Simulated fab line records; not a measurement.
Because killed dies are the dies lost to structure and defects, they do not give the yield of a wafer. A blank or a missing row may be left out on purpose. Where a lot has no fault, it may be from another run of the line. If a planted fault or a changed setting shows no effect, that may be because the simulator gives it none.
Which tool is to blame? || flow gf180mcu || 36 wafers from 12 lots sampled at 6 of the route's 602 steps

== WHAT THE GAUGES SHOWED, per wafer ==
GF_LVPWELL_OVL_MEAS_07.
{"lot": "L848", "measured": "day 4 02:22", "on": "overlay-01", "LVPWELL_OVL (nm)": "-0.5 -1.1 0.1"}
{"lot": "L851", "measured": "day 4 18:48", "on": "overlay-01", "LVPWELL_OVL (nm)": "-0.5 0.0 0.7"}
{"lot": "L854", "measured": "day 5 12:07", "on": "overlay-02", "LVPWELL_OVL (nm)": "0.5 -0.2 0.2"}
{"lot": "L860", "measured": "day 6 21:34", "on": "overlay-02", "LVPWELL_OVL (nm)": "1.4 1.5 1.3"}
{"lot": "L861", "measured": "day 7 03:26", "on": "overlay-02", "LVPWELL_OVL (nm)": "1.0 0.6 0.3"}
{"lot": "L862", "measured": "day 7 09:09", "on": "overlay-01", "LVPWELL_OVL (nm)": "0.1 -0.5 -1.9"}
{"lot": "L864", "measured": "day 7 20:01", "on": "overlay-01", "LVPWELL_OVL (nm)": "0.6 -0.3 -0.8"}
{"lot": "L865", "measured": "day 8 01:43", "on": "overlay-02", "LVPWELL_OVL (nm)": "-2.0 -1.3 -1.7"}
{"lot": "L866", "measured": "day 8 06:38", "on": "overlay-01", "LVPWELL_OVL (nm)": "-0.2 -1.1 -1.4"}
{"lot": "L867", "measured": "day 8 13:55", "on": "overlay-01", "LVPWELL_OVL (nm)": "1.7 2.3 0.7"}
{"lot": "L868", "measured": "day 8 18:20", "on": "overlay-01", "LVPWELL_OVL (nm)": "1.3 0.2 -0.5"}
{"lot": "L869", "measured": "day 8 23:35", "on": "overlay-02", "LVPWELL_OVL (nm)": "-0.4 -0.6 -1.1"}

GF_MVPSD_TW_MEAS_11.
{"lot": "L848", "measured": "day 5 07:14", "on": "film-metro-03", "MVPSD_TW": "548.5 551.4 547.7"}
{"lot": "L851", "measured": "day 6 00:25", "on": "film-metro-04", "MVPSD_TW": "552.4 548.6 552.6"}
{"lot": "L854", "measured": "day 6 19:18", "on": "film-metro-04", "MVPSD_TW": "550.4 551.4 549.6"}
{"lot": "L860", "measured": "day 8 06:20", "on": "film-metro-02", "MVPSD_TW": "554.7 553.8 556.7"}
{"lot": "L861", "measured": "day 8 11:35", "on": "film-metro-04", "MVPSD_TW": "359.2 357.3 360.1"}
{"lot": "L862", "measured": "day 8 18:03", "on": "film-metro-02", "MVPSD_TW": "363.8 363.0 359.5"}
{"lot": "L864", "measured": "day 9 06:24", "on": "film-metro-04", "MVPSD_TW": "552.3 552.4 551.3"}
{"lot": "L865", "measured": "day 9 12:14", "on": "film-metro-03", "MVPSD_TW": "552.2 549.6 551.7"}
{"lot": "L866", "measured": "day 9 17:19", "on": "film-metro-04", "MVPSD_TW": "551.6 553.2 553.5"}
{"lot": "L867", "measured": "day 10 02:04", "on": "film-metro-02", "MVPSD_TW": "552.5 553.1 552.8"}
{"lot": "L868", "measured": "day 10 06:14", "on": "film-metro-03", "MVPSD_TW": "550.8 551.5 551.0"}
{"lot": "L869", "measured": "day 10 12:13", "on": "film-metro-03", "MVPSD_TW": "552.0 554.4 552.1"}

GF_VT_IMPLANT_OVL_MEAS_07.
{"lot": "L848", "measured": "day 5 20:57", "on": "overlay-01", "VT_IMPLANT_OVL (nm)": "-1.2 -1.3 -0.5"}
{"lot": "L851", "measured": "day 6 15:11", "on": "overlay-02", "VT_IMPLANT_OVL (nm)": "-0.3 1.5 -1.7"}
{"lot": "L854", "measured": "day 7 11:26", "on": "overlay-02", "VT_IMPLANT_OVL (nm)": "-0.6 -1.5 -2.9"}
{"lot": "L860", "measured": "day 8 22:47", "on": "overlay-01", "VT_IMPLANT_OVL (nm)": "-0.2 0.2 1.0"}
{"lot": "L861", "measured": "day 9 04:50", "on": "overlay-02", "VT_IMPLANT_OVL (nm)": "-1.1 -0.8 -1.5"}
{"lot": "L862", "measured": "day 9 11:19", "on": "overlay-02", "VT_IMPLANT_OVL (nm)": "0.0 -0.5 0.6"}
{"lot": "L864", "measured": "day 9 23:30", "on": "overlay-01", "VT_IMPLANT_OVL (nm)": "-0.5 -0.5 0.3"}
{"lot": "L865", "measured": "day 10 05:05", "on": "overlay-01", "VT_IMPLANT_OVL (nm)": "1.5 0.6 1.2"}
{"lot": "L866", "measured": "day 10 10:53", "on": "overlay-02", "VT_IMPLANT_OVL (nm)": "-0.8 0.6 0.5"}
{"lot": "L867", "measured": "day 10 19:57", "on": "overlay-02", "VT_IMPLANT_OVL (nm)": "0.9 1.1 1.4"}
{"lot": "L868", "measured": "day 10 23:59", "on": "overlay-02", "VT_IMPLANT_OVL (nm)": "-0.2 -1.7 -0.3"}
{"lot": "L869", "measured": "day 11 06:37", "on": "overlay-01", "VT_IMPLANT_OVL (nm)": "1.4 2.2 1.5"}

GF_VT_IMPLANT_RS_MEAS_49: the measuring method here is four-point-probe.
{"lot": "L848", "measured": "day 7 20:56", "on": "film-metro-03", "MVPSD_RS (ohm/sq)": "1173.4 1172.1 1172.7"}
{"lot": "L851", "measured": "day 8 14:55", "on": "film-metro-02", "MVPSD_RS (ohm/sq)": "1166.9 1167.8 1165.4"}
{"lot": "L854", "measured": "day 9 14:27", "on": "film-metro-03", "MVPSD_RS (ohm/sq)": "1166.5 1168.9 1169.2"}
{"lot": "L860", "measured": "day 11 05:19", "on": "film-metro-03", "MVPSD_RS (ohm/sq)": "1170.3 1170.1 1169.4"}
{"lot": "L861", "measured": "day 11 11:17", "on": "film-metro-03", "MVPSD_RS (ohm/sq)": "2972.8 3005.9 2960.2"}
{"lot": "L862", "measured": "day 11 18:08", "on": "film-metro-03", "MVPSD_RS (ohm/sq)": "2946.4 2959.4 2985.8"}
{"lot": "L864", "measured": "day 12 07:59", "on": "film-metro-03", "MVPSD_RS (ohm/sq)": "1175.1 1173.0 1169.5"}
{"lot": "L865", "measured": "day 12 13:23", "on": "film-metro-02", "MVPSD_RS (ohm/sq)": "1169.8 1167.7 1165.4"}
{"lot": "L866", "measured": "day 12 21:01", "on": "film-metro-03", "MVPSD_RS (ohm/sq)": "1171.0 1168.9 1170.7"}
{"lot": "L867", "measured": "day 13 06:01", "on": "film-metro-03", "MVPSD_RS (ohm/sq)": "1163.6 1168.7 1165.6"}
{"lot": "L868", "measured": "day 13 10:00", "on": "film-metro-02", "MVPSD_RS (ohm/sq)": "1168.3 1172.6 1173.6"}
{"lot": "L869", "measured": "day 13 17:42", "on": "film-metro-04", "MVPSD_RS (ohm/sq)": "1160.7 1162.7 1162.8"}

== TOOL THAT RAN EACH LOT (tool first, then ch and the chambers of the sampled wafers, then the start) ==
{"lot": "L848", "GF_NWELL_STRIP_10": "plasma-asher-04 ch 0,1, day 3 13:23", "GF_MVPSD_IMPLANT_08": "implanter-01 ch 0, day 5 06:50"}
{"lot": "L851", "GF_NWELL_STRIP_10": "plasma-asher-02 ch 0,1, day 4 04:40", "GF_MVPSD_IMPLANT_08": "implanter-03 ch 0, day 6 00:01"}
{"lot": "L854", "GF_NWELL_STRIP_10": "plasma-asher-02 ch 0,1, day 4 22:19", "GF_MVPSD_IMPLANT_08": "implanter-03 ch 0, day 6 18:54"}
{"lot": "L860", "GF_NWELL_STRIP_10": "plasma-asher-03 ch 0,1, day 6 06:38", "GF_MVPSD_IMPLANT_08": "implanter-01 ch 0, day 8 05:56"}
{"lot": "L861", "GF_NWELL_STRIP_10": "plasma-asher-02 ch 0,1, day 6 11:32", "GF_MVPSD_IMPLANT_08": "implanter-03 ch 0, day 8 11:13"}
{"lot": "L862", "GF_NWELL_STRIP_10": "plasma-asher-02 ch 0,1, day 6 17:07", "GF_MVPSD_IMPLANT_08": "implanter-03 ch 0, day 8 17:39"}
{"lot": "L864", "GF_NWELL_STRIP_10": "plasma-asher-03 ch 0,1, day 7 04:07", "GF_MVPSD_IMPLANT_08": "implanter-02 ch 0, day 9 06:00"}
{"lot": "L865", "GF_NWELL_STRIP_10": "plasma-asher-04 ch 0,1, day 7 10:13", "GF_MVPSD_IMPLANT_08": "implanter-02 ch 0, day 9 11:52"}
{"lot": "L866", "GF_NWELL_STRIP_10": "plasma-asher-02 ch 0,1, day 7 15:20", "GF_MVPSD_IMPLANT_08": "implanter-02 ch 0, day 9 16:57"}
{"lot": "L867", "GF_NWELL_STRIP_10": "plasma-asher-04 ch 0,1, day 7 22:22", "GF_MVPSD_IMPLANT_08": "implanter-02 ch 0, day 10 01:40"}
{"lot": "L868", "GF_NWELL_STRIP_10": "plasma-asher-03 ch 0,1, day 8 02:43", "GF_MVPSD_IMPLANT_08": "implanter-01 ch 0, day 10 05:50"}
{"lot": "L869", "GF_NWELL_STRIP_10": "plasma-asher-02 ch 0,1, day 8 06:51", "GF_MVPSD_IMPLANT_08": "implanter-02 ch 0, day 10 11:51"}
- GF_NWELL_STRIP_10: strips in O2/N2.
- GF_MVPSD_IMPLANT_08

== AS READ BY THE TOOLS THEMSELVES (means over the sampled wafers that have a number; for cases with no such wafer, the mark the record gives instead) ==
GF_NWELL_STRIP_10.
{"lot": "L848", "tool": "plasma-asher-04", "chamber-pressure-mTorr (mTorr)": 1499.8, "drypump-motor-current-A (A)": 5.43, "heater-power-w (W)": 333, "oes-product-au (a.u.)": 0.723, "strip-time-to-endpoint-s (s)": 36.84}
{"lot": "L851", "tool": "plasma-asher-02", "chamber-pressure-mTorr (mTorr)": 1500.8, "drypump-motor-current-A (A)": 5.97, "heater-power-w (W)": 337, "oes-product-au (a.u.)": 0.724, "strip-time-to-endpoint-s (s)": 36.95}
{"lot": "L854", "tool": "plasma-asher-02", "chamber-pressure-mTorr (mTorr)": 1500.2, "drypump-motor-current-A (A)": 5.98, "heater-power-w (W)": 343, "oes-product-au (a.u.)": 0.730, "strip-time-to-endpoint-s (s)": 36.98}
{"lot": "L860", "tool": "plasma-asher-03", "chamber-pressure-mTorr (mTorr)": 1498.5, "drypump-motor-current-A (A)": 5.49, "heater-power-w (W)": 352, "oes-product-au (a.u.)": 0.721, "strip-time-to-endpoint-s (s)": 36.93}
{"lot": "L861", "tool": "plasma-asher-02", "chamber-pressure-mTorr (mTorr)": 1499.9, "drypump-motor-current-A (A)": 6.01, "heater-power-w (W)": 342, "oes-product-au (a.u.)": 0.728, "strip-time-to-endpoint-s (s)": 36.95}
{"lot": "L862", "tool": "plasma-asher-02", "chamber-pressure-mTorr (mTorr)": 1499.8, "drypump-motor-current-A (A)": 6.01, "heater-power-w (W)": 335, "oes-product-au (a.u.)": 0.726, "strip-time-to-endpoint-s (s)": 36.86}
{"lot": "L864", "tool": "plasma-asher-03", "chamber-pressure-mTorr (mTorr)": 1500.5, "drypump-motor-current-A (A)": 5.60, "heater-power-w (W)": 339, "oes-product-au (a.u.)": 0.721, "strip-time-to-endpoint-s (s)": 36.77}
{"lot": "L865", "tool": "plasma-asher-04", "chamber-pressure-mTorr (mTorr)": 1499.7, "drypump-motor-current-A (A)": 5.41, "heater-power-w (W)": 345, "oes-product-au (a.u.)": 0.724, "strip-time-to-endpoint-s (s)": 36.89}
{"lot": "L866", "tool": "plasma-asher-02", "chamber-pressure-mTorr (mTorr)": 1500.1, "drypump-motor-current-A (A)": 5.98, "heater-power-w (W)": 337, "oes-product-au (a.u.)": 0.721, "strip-time-to-endpoint-s (s)": 36.88}
{"lot": "L867", "tool": "plasma-asher-04", "chamber-pressure-mTorr (mTorr)": 1502.4, "drypump-motor-current-A (A)": 5.44, "heater-power-w (W)": 331, "oes-product-au (a.u.)": 0.722, "strip-time-to-endpoint-s (s)": 37.00}
{"lot": "L868", "tool": "plasma-asher-03", "chamber-pressure-mTorr (mTorr)": 1499.1, "drypump-motor-current-A (A)": 5.59, "heater-power-w (W)": 339, "oes-product-au (a.u.)": 0.726, "strip-time-to-endpoint-s (s)": 36.89}
{"lot": "L869", "tool": "plasma-asher-02", "chamber-pressure-mTorr (mTorr)": 1499.5, "drypump-motor-current-A (A)": 6.01, "heater-power-w (W)": 332, "oes-product-au (a.u.)": 0.722, "strip-time-to-endpoint-s (s)": 36.96}

GF_MVPSD_IMPLANT_08.
{"lot": "L848", "tool": "implanter-01", "dose-ions-cm2": 1.5e+13, "faraday-current-uA": 83.4}
{"lot": "L851", "tool": "implanter-03", "dose-ions-cm2": 1.5e+13, "faraday-current-uA": 84.5}
{"lot": "L854", "tool": "implanter-03", "dose-ions-cm2": 1.5e+13, "faraday-current-uA": 84.9}
{"lot": "L860", "tool": "implanter-01", "dose-ions-cm2": 1.5e+13, "faraday-current-uA": 83.5}
{"lot": "L861", "tool": "implanter-03", "dose-ions-cm2": 1.5e+12, "faraday-current-uA": 8.3}
{"lot": "L862", "tool": "implanter-03", "dose-ions-cm2": 1.5e+12, "faraday-current-uA": 8.4}
{"lot": "L864", "tool": "implanter-02", "dose-ions-cm2": 1.5e+13, "faraday-current-uA": 84.3}
{"lot": "L865", "tool": "implanter-02", "dose-ions-cm2": 1.5e+13, "faraday-current-uA": 85.3}
{"lot": "L866", "tool": "implanter-02", "dose-ions-cm2": 1.5e+13, "faraday-current-uA": 83.6}
{"lot": "L867", "tool": "implanter-02", "dose-ions-cm2": 1.5e+13, "faraday-current-uA": 85.3}
{"lot": "L868", "tool": "implanter-01", "dose-ions-cm2": 1.5e+13, "faraday-current-uA": 84.7}
{"lot": "L869", "tool": "implanter-02", "dose-ions-cm2": 1.5e+13, "faraday-current-uA": 83.5}

== THE ANSWER, worked out from the rows above alone ==
Rule: the usual values come from the lots themselves. The widest of any qualifying gaps counts: lots, ordered by their means at a reading, are off when they make up no more than a third of the lots, leave a main group of 4 or more, and stand apart from it by 3 or more times the standard deviation of that group's means. The tables above print the reading to a certain number of digits; a main group whose means all agree to those digits is not used. A lot without any number at a reading at which 4 lots or more have one is off too. Where the step has rows for the other lots, those lots are counted as sound. Order of review: gauges by route order, followed by the tools' own readings, for which a lot's mean as printed above is used. At the first step where some lot is off, the reading lying furthest off is the one used; lots without a number count as furthest.
Off: L861, L862, at GF_MVPSD_TW_MEAS_11 (MVPSD_TW). Mean 551.9 and standard deviation 1.5 in the main group.
If a tool, at a process step before that reading, ran all the lots that are off and no sound lot after the first of them, it fits. Not tried: the gauges at GF_MVPSD_TW_MEAS_11; whatever is off there is also off at GF_VT_IMPLANT_RS_MEAS_49, on other tools, and gauge error can't account for it. One fits: GF_MVPSD_IMPLANT_08 on implanter-03. Its last sound lot is L854 (day 6 18:54), its first lot that is off L861 (day 8 11:13): a fault that began between those two fits.
The tool's own readings at GF_MVPSD_IMPLANT_08 bear it out: on the lots that are off they differ by more than 5 times the standard deviation of the sound lots' means. dose-ions-cm2 reads 1.5e+12 there against 1.5e+13 on the sound lots; faraday-current-uA reads 8.4 there against 84.3 on the sound lots.

== WHAT THE SIMULATOR HAD PUT IN ==
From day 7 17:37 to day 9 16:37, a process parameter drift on implanter-03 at GF_MVPSD_IMPLANT_08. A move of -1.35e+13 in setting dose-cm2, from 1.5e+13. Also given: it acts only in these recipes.
Lots struck among those shown: L861, L862. The rule above found the same.
